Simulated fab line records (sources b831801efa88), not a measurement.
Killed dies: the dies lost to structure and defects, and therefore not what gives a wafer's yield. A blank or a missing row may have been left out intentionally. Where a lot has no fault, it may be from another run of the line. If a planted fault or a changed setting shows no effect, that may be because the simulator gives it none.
fab line records | flow sfq_line
record: lots: 6 wafers: 18 last_day: 75
route steps=325 shown I4@173 JJ@178
lots that met no fault: from a run of the same line without faults
start_h: hours from the record's first day to the start of the lot's first wafer shown | wait_h: how many hours have passed since the lot's step before this one | " identical to the entry in the row above | L1.1+2: several wafers, shown together as one row | - either no value or no given start | * or withheld: withheld | < > ~ a bound
route shown NAME@n: a module of which the file shows steps, and the number in the route of the first | usual: mean/standard deviation taken from wafers without a fault | same: alike in all rows | chamber/n: place in a boat | sites: each site's reading | _std_site: their standard deviation | _edge_site: mean of outer sites minus mean of inner sites | radius_mm: for every site, how far away it sits from the centre of the wafer | mask NAME#n: copy n | behind: the tool/chamber that last shaped the wafer | hold: what put the lot on hold/how long, in hours/how the hold closed | device: the transistor (n, p or np) that didn't switch | end of line: at the end of the route, the tests of the same wafers | a step without rows: its recipe alone | killed: at the first sort, the dies lost to defects and structure; wafer yield is something else | map: a wafer's dies, x killed, . not, _ none there
set.NAME: setting as actually run; set.NAME@STEP: the setting as run at that earlier step | model.NAME: the simulator's own value behind a step, which no gauge read
lots at selected steps of the route; one table per step, one row per wafer
services: when a tool's chamber went out of use (start_h, in hours from the record's first day, below 0 if earlier), for how many hours, and the reason
== steps ==
step: SFQ_I4_OVL_MEAS_928
usual: I4_OVL: 0/5
columns lot.wafer tool chamber start_h wait_h I4_OVL[nm]
L438.4 overlay-02 - 901.88 0.1 3
L438.5 " - " " 2
L438.6 " - " " 2
L443.1 overlay-02 - 935.46 0.1 -2
L443.2 " - " " 3
L443.6 " - " " -4
L450.1 overlay-01 - 1046.05 0.1 2
L450.3 " - " " -2
L450.6 " - " " 8
L453.2 overlay-02 - 1077.56 0.1 0
L453.4 " - " " 7
L453.6 " - " " 7
L454.1 overlay-01 - 1096.76 0.1 -3
L454.3 " - " " 3
L454.6 " - " " 5
L458.2 overlay-01 - 1139.45 0.1 -4
L458.3 " - " " -7
L458.6 " - " " -12
step: SFQ_TRILAYER_I4_VIA_BARC_OPEN_VIA_ETCH_146
recipe: mask_material: PR chemistry: O2 target_depth_nm: 125 target: BARC source_w: 500 bias_w: 80 pressure_mtorr: 30 time_s: 41.7
step: SFQ_TRILAYER_I4_VIA_ETCH_VIA_ETCH_106
recipe: target: SiO2 stop_on: Nb mask_material: PR taper_deg: 20 chemistry: CHF3 target_depth_nm: 260 source_w: 500 bias_w: 80 pressure_mtorr: 30 time_s: withheld
usual: drypump_motor_current_A: 5.4/0.35 oes_product_au: 0.855/0.0049 rf_fwd_power_W: 497.9/1.5
columns lot.wafer tool chamber start_h wait_h drypump_motor_current_A oes_product_au rf_fwd_power_W
L438.4 rie_diel-02 1 901.94 0.0 5.2 0.858 496.8
L438.5 " 1 " " 5.2 0.841 496.9
L438.6 " 2 " " 6.0 0.850 499.9
L443.1 rie_diel-04 0 935.54 0.0 5.0 0.853 497.2
L443.2 " 2 " " 5.3 0.847 496.2
L443.6 " 0 " " 5.0 0.848 499.2
L450.1 rie_diel-02 1 1046.13 0.0 5.1 0.851 499.7
L450.3 " 3 " " 6.0 0.861 497.3
L450.6 " 1 " " 5.1 0.858 497.9
L453.2 rie_diel-01 1 1077.63 0.0 5.2 0.853 499.4
L453.4 " 3 " " 5.4 0.853 499.1
L453.6 " 3 " " 5.4 0.862 498.6
L454.1 rie_diel-01 1 1096.83 0.0 5.1 0.857 498.6
L454.3 " 2 " " 5.7 0.846 496.7
L454.6 " 1 " " 5.2 0.866 499.2
L458.2 rie_diel-01 3 1139.52 0.0 5.4 0.856 498.8
L458.3 " 0 " " 5.2 0.865 499.2
L458.6 " 2 " " 5.6 0.860 496.5
step: SFQ_TRILAYER_I4_VIA_STRIP_STRIP_107
recipe: gas: O2 power_w: 200 platen_temp_c: 40 overash_fraction: 0.65 chemistry: O2 pressure_mtorr: 50
step: SFQ_TRILAYER_I4_VIA_STRIP_SOLV_CLEAN_108
recipe: chemistry: NMP temp_c: 70 time_s: 600
step: SFQ_TRILAYER_JJ_TRILAYER_DEP_PRE_CLEAN_113
recipe: gas: Ar time_s: 22.5 bias_v: 250
step: SFQ_TRILAYER_JJ_TRILAYER_DEP_SPUTTER_109
recipe: material: Nb base_pressure_pa: 1.33e-06 chamber_pressure_pa: 0.1333 substrate_temp_c: 20 target_thk_nm: 150 power_w: 2000 time_s: 100
step: SFQ_TRILAYER_JJ_TRILAYER_DEP_SPUTTER_110
recipe: material: Al base_pressure_pa: 1.33e-06 target_thk_nm: 8 power_w: 500 time_s: 10 chamber_pressure_pa: 0.4
usual: throttle_valve_pct: 30.2/0.86
columns lot.wafer tool chamber start_h wait_h throttle_valve_pct
L438.4 pvd_sputter-06 - 902.93 0.0 31.0
L438.5 " - " " 32.3
L438.6 " - " " 31.2
L443.1 pvd_sputter-04 - 936.53 0.0 31.1
L443.2 " - " " 29.8
L443.6 " - " " 29.7
L450.1 pvd_sputter-04 - 1047.11 0.0 29.8
L450.3 " - " " 30.8
L450.6 " - " " 29.8
L453.2 pvd_sputter-04 - 1078.62 0.0 30.0
L453.4 " - " " 29.5
L453.6 " - " " 29.5
L454.1 pvd_sputter-04 - 1098.42 0.0 29.9
L454.3 " - " " 30.9
L454.6 " - " " 29.5
L458.2 pvd_sputter-04 - 1140.51 0.0 29.4
L458.3 " - " " 30.0
L458.6 " - " " 30.0
step: SFQ_TRILAYER_JJ_TRILAYER_DEP_AL_OXIDATION_111
recipe: pressure_mbar: 0.014667 oxidation_time_s: 600 temperature_k: 293
step: SFQ_TRILAYER_JJ_TRILAYER_DEP_SPUTTER_112
recipe: material: Nb base_pressure_pa: 1.33e-06 chamber_pressure_pa: 0.1333 substrate_temp_c: 20 target_thk_nm: 170 power_w: 2000 time_s: 113.3
usual: throttle_valve_pct: 30.2/0.85
columns lot.wafer tool chamber start_h wait_h throttle_valve_pct
L438.4 pvd_sputter-06 - 903.95 0.5 31.2
L438.5 " - " " 32.3
L438.6 " - " " 31.0
L443.1 pvd_sputter-04 - 937.55 0.5 31.0
L443.2 " - " " 29.8
L443.6 " - " " 29.7
L450.1 pvd_sputter-04 - 1048.14 0.5 30.2
L450.3 " - " " 30.7
L450.6 " - " " 29.9
L453.2 pvd_sputter-04 - 1079.65 0.5 29.7
L453.4 " - " " 29.6
L453.6 " - " " 29.7
L454.1 pvd_sputter-04 - 1099.45 0.5 29.7
L454.3 " - " " 30.7
L454.6 " - " " 30.0
L458.2 pvd_sputter-04 - 1141.54 0.5 30.0
L458.3 " - " " 29.8
L458.6 " - " " 30.1
step: SFQ_JJ_RS_MEAS_929
recipe: thk_meas_gauge: four-point-probe reads: Nb_of_TRILAYER_JJ_TRILAYER_DEP_SPUTTER_112
usual: JJ_NB_RS: 1.046/0.011
columns lot.wafer tool chamber start_h wait_h JJ_NB_RS[ohm/sq]
L438.4 film_metro-02 - 904.09 0.1 1.050
L438.5 " - " " 1.059
L438.6 " - " " 1.055
L443.1 film_metro-04 - 937.63 0.0 1.041
L443.2 " - " " 1.042
L443.6 " - " " 1.041
L450.1 film_metro-01 - 1048.22 0.0 1.028
L450.3 " - " " 1.025
L450.6 " - " " 1.027
L453.2 film_metro-02 - 1079.75 0.1 1.032
L453.4 " - " " 1.044
L453.6 " - " " 1.033
L454.1 film_metro-01 - 1099.53 0.0 1.036
L454.3 " - " " 1.035
L454.6 " - " " 1.037
L458.2 film_metro-01 - 1141.64 0.1 1.038
L458.3 " - " " 1.035
L458.6 " - " " 1.049
step: SFQ_TRILAYER_JJ_CE_LITHO_COAT_119
recipe: resist: BARC spin_rpm: 3000 resist_thk_nm: 62
columns lot.wafer tool chamber start_h wait_h model.BARC_of_TRILAYER_JJ_CE_LITHO_COAT_119.thk_nm
L438.4 litho_track-02 0 904.36 0.2 62.23
L438.5 " 0 " " 62.14
L438.6 " 0 " " 62.01
L443.1 litho_track-04 0 937.81 0.1 61.81
L443.2 " 0 " " 61.95
L443.6 " 0 " " 62.09
L450.1 litho_track-04 0 1048.40 0.1 66.53
L450.3 " 0 " " 66.49
L450.6 " 0 " " 66.56
L453.2 litho_track-04 0 1079.96 0.1 66.51
L453.4 " 0 " " 66.47
L453.6 " 0 " " 66.71
L454.1 litho_track-02 0 1099.71 0.1 62.1
L454.3 " 0 " " 61.86
L454.6 " 0 " " 61.89
L458.2+3 litho_track-03 0 1141.85 0.1 62.17
L458.6 " 0 " " 61.96
step: SFQ_TRILAYER_JJ_CE_LITHO_COAT_114
recipe: resist: KrF spin_rpm: 3000 resist_thk_nm: 600
step: SFQ_TRILAYER_JJ_CE_LITHO_SOFTBAKE_118
recipe: temp_c: withheld time_s: withheld resist: KrF
step: SFQ_TRILAYER_JJ_CE_LITHO_EXPOSE_115
recipe: mask_id: J5 na: 0.6 source_shape: conventional sigma_outer: 0.65 target_cd_nm: 700 dose_mj: 14.4
step: SFQ_TRILAYER_JJ_CE_LITHO_PEB_117
recipe: peb_temp_c: 115 peb_time_s: 60 resist: KrF
step: SFQ_TRILAYER_JJ_CE_LITHO_DEVELOP_116
recipe: time_s: 60 resist: KrF
step: SFQ_JJ_OVL_MEAS_931
usual: J5_OVL: 1/6.3
columns lot.wafer tool chamber start_h wait_h J5_OVL[nm]
L438.4 overlay-01 - 967.98 0.1 -6
L438.5 " - " " -4
L438.6 " - " " -6
L443.1 overlay-02 - 1001.56 0.1 -2
L443.2 " - " " -4
L443.6 " - " " -8
L450.1 overlay-02 - 1127.35 0.1 1
L450.3 " - " " 9
L450.6 " - " " 4
L453.2 overlay-02 - 1176.89 0.1 0
L453.4 " - " " -4
L453.6 " - " " 0
L454.1 overlay-01 - 1201.89 0.1 8
L454.3 " - " " 14
L454.6 " - " " 4
L458.2 overlay-01 - 1252.42 0.1 -6
L458.3 " - " " -2
L458.6 " - " " -4
step: SFQ_TRILAYER_JJ_CE_METRO_MEASURE_117
usual: cd_nm: 700.2/1.2
columns lot.wafer tool chamber start_h wait_h cd_nm
L438.4 cd_sem-02 - 968.60 0.6 699.9
L438.5 " - " " 700.7
L438.6 " - " " 699.7
L443.1 cd_sem-01 - 1001.60 0.0 700.9
L443.2 " - " " 700.3
L443.6 " - " " 701.2
L450.1 cd_sem-01 - 1127.38 0.0 698.9
L450.3 " - " " 699.1
L450.6 " - " " 698.2
L453.2 cd_sem-02 - 1177.12 0.2 700.9
L453.4 " - " " 700.7
L453.6 " - " " 700.1
L454.1 cd_sem-01 - 1201.92 0.0 699.0
L454.3 " - " " 701.3
L454.6 " - " " 699.7
L458.2 cd_sem-01 - 1252.65 0.2 700.4
L458.3 " - " " 702.1
L458.6 " - " " 700.5
step: SFQ_TRILAYER_JJ_CE_BARC_OPEN_RIE_150
recipe: mask_material: PR chemistry: O2 target_depth_nm: 240 target: BARC icp_w: 600 bias_w: 80 pressure_mtorr: 10 time_s: 80
usual: drypump_motor_current_A: 5.9/0.32 oes_product_au: 0.538/0.0044 rf_fwd_power_W: 594.9/2.1
columns lot.wafer tool chamber start_h wait_h drypump_motor_current_A oes_product_au rf_fwd_power_W rf_hours_counter_h model.etch.depth_nm
L438.4 rie_metal-03 1 969.23 0.4 6.0 0.545 593.0 - 62.23
L438.5 " 0 " " 5.9 0.532 592.4 - 62.14
L438.6 " 1 " " 6.0 0.538 595.4 - 62.01
L443.1 rie_metal-04 0 1002.80 1.0 6.4 0.543 593.5 120 61.81
L443.2 " 1 " " 5.4 0.534 596.7 77 61.95
L443.6 " 1 " " 5.4 0.540 595.7 - 62.09
L450.1 rie_metal-02 1 1128.58 1.0 6.2 0.549 595.4 144 66.53
L450.3 " 0 " " 5.6 0.549 594.8 - 66.49
L450.6 " 0 " " 5.6 0.545 597.3 - 66.56
L453.2 rie_metal-03 1 1178.12 0.8 5.9 0.539 594.7 111 66.51
L453.4 " 1 " " 6.0 0.542 596.6 - 66.47
L453.6 " 0 " " 5.9 0.548 591.6 - 66.71
L454.1 rie_metal-03 1 1203.12 1.0 6.0 0.530 596.3 115 62.1
L454.3 " 1 " " 6.0 0.539 596.9 - 61.86
L454.6 " 1 " " 6.0 0.535 594.4 - 61.89
L458.2 rie_metal-02 1 1253.65 0.8 6.2 0.545 590.9 162 62.17
L458.3 " 0 " " 5.6 0.540 601.2 - 62.17
L458.6 " 0 " " 5.6 0.542 598.2 - 61.96
step: SFQ_TRILAYER_JJ_CE_ETCH_RIE_118
recipe: target: Nb stop_on: Al2O3 mask_material: PR taper_deg: 13.257 over_etch_frac: 0.15 time_s: 97.7 chemistry: SF6 target_depth_nm: 170 icp_w: 600 bias_w: 80 pressure_mtorr: 10
usual: drypump_motor_current_A: 5.9/0.33 oes_product_au: 0.990/0.0064 rf_fwd_power_W: 595.9/2.2
columns lot.wafer tool chamber start_h wait_h drypump_motor_current_A oes_product_au rf_fwd_power_W rf_hours_counter_h
L438.4 rie_metal-03 1 969.32 0.1 6.0 0.986 595.1 -
L438.5 " 0 " " 5.9 0.990 595.1 -
L438.6 " 1 " " 6.0 0.982 594.0 -
L443.1 rie_metal-04 0 1002.89 0.1 6.4 1.006 597.0 120
L443.2 " 1 " " 5.4 0.999 596.1 77
L443.6 " 1 " " 5.4 0.990 596.0 -
L450.1 rie_metal-02 1 1128.68 0.1 6.2 0.992 593.0 144
L450.3 " 0 " " 5.6 0.996 601.6 -
L450.6 " 0 " " 5.6 0.978 599.9 -
L453.2 rie_metal-03 1 1178.21 0.1 6.0 0.988 597.9 111
L453.4 " 1 " " 6.0 0.992 596.1 -
L453.6 " 0 " " 5.9 0.987 592.0 -
L454.1 rie_metal-03 1 1203.21 0.1 6.0 0.989 596.4 115
L454.3 " 1 " " 6.0 0.995 597.2 -
L454.6 " 1 " " 6.0 0.995 597.1 -
L458.2 rie_metal-02 1 1253.77 0.1 6.2 0.997 594.1 162
L458.3 " 0 " " 5.6 1.004 596.2 -
L458.6 " 0 " " 5.6 0.998 597.9 -
== services ==
columns tool chamber start_h hours kind
rie_diel-02 0 891.35 4.0 repair
cd_sem-01 - 899.31 0.7 pm
rie_metal-02 1 915.54 1.7 repair
rie_metal-02 - 924.60 1.2 repair
rie_diel-01 0 933.78 9.4 repair
rie_metal-03 - 945.08 13.5 repair
pvd_sputter-04 - 961.72 7.0 repair
rie_diel-01 1 965.36 2.9 repair
cd_sem-01 - 1018.73 0.9 pm
rie_metal-02 1 1035.46 8.2 repair
rie_diel-01 3 1042.62 6.9 repair
cd_sem-01 - 1060.49 0.3 pm
cd_sem-01 - 1083.31 0.6 pm
cd_sem-01 - 1095.96 2.8 pm
rie_diel-01 1 1131.16 16.0 repair
rie_diel-01 - 1144.05 0.7 repair
rie_diel-01 1 1154.72 3.8 repair
rie_metal-03 - 1169.47 1.4 pm
rie_diel-01 - 1194.55 0.4 repair
cd_sem-01 - 1203.12 0.3 pm
rie_metal-02 - 1210.28 2.8 pm
pvd_sputter-04 - 1213.66 2.1 repair
rie_diel-01 1 1233.46 2.1 repair
cd_sem-01 - 1243.85 1.2 pm
== key ==
first_sign none at tools or gauges
model_effect: step: SFQ_TRILAYER_JJ_CE_LITHO_COAT_119 value: BARC_of_TRILAYER_JJ_CE_LITHO_COAT_119.thk_nm without: 62.33 struck: 66.54
model_effect: step: SFQ_TRILAYER_JJ_CE_BARC_OPEN_RIE_150 value: etch.depth_nm without: 62.33 struck: 66.54
met_at SFQ_TRILAYER_JJ_CE_LITHO_COAT_119
struck_wafers L450.1,L450.3,L450.6,L453.2,L453.4,L453.6
onset_between 937.81 1048.40
fault: kind: process_parameter_drift tool: litho_track-04 chamber: - onset_h: 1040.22 steps: SFQ_TRILAYER_JJ_CE_LITHO_COAT_119 channel: resist_thk_nm offset: 4.1975 shape: step end_h: 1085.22 acts_in: these_recipes_only stated: 62
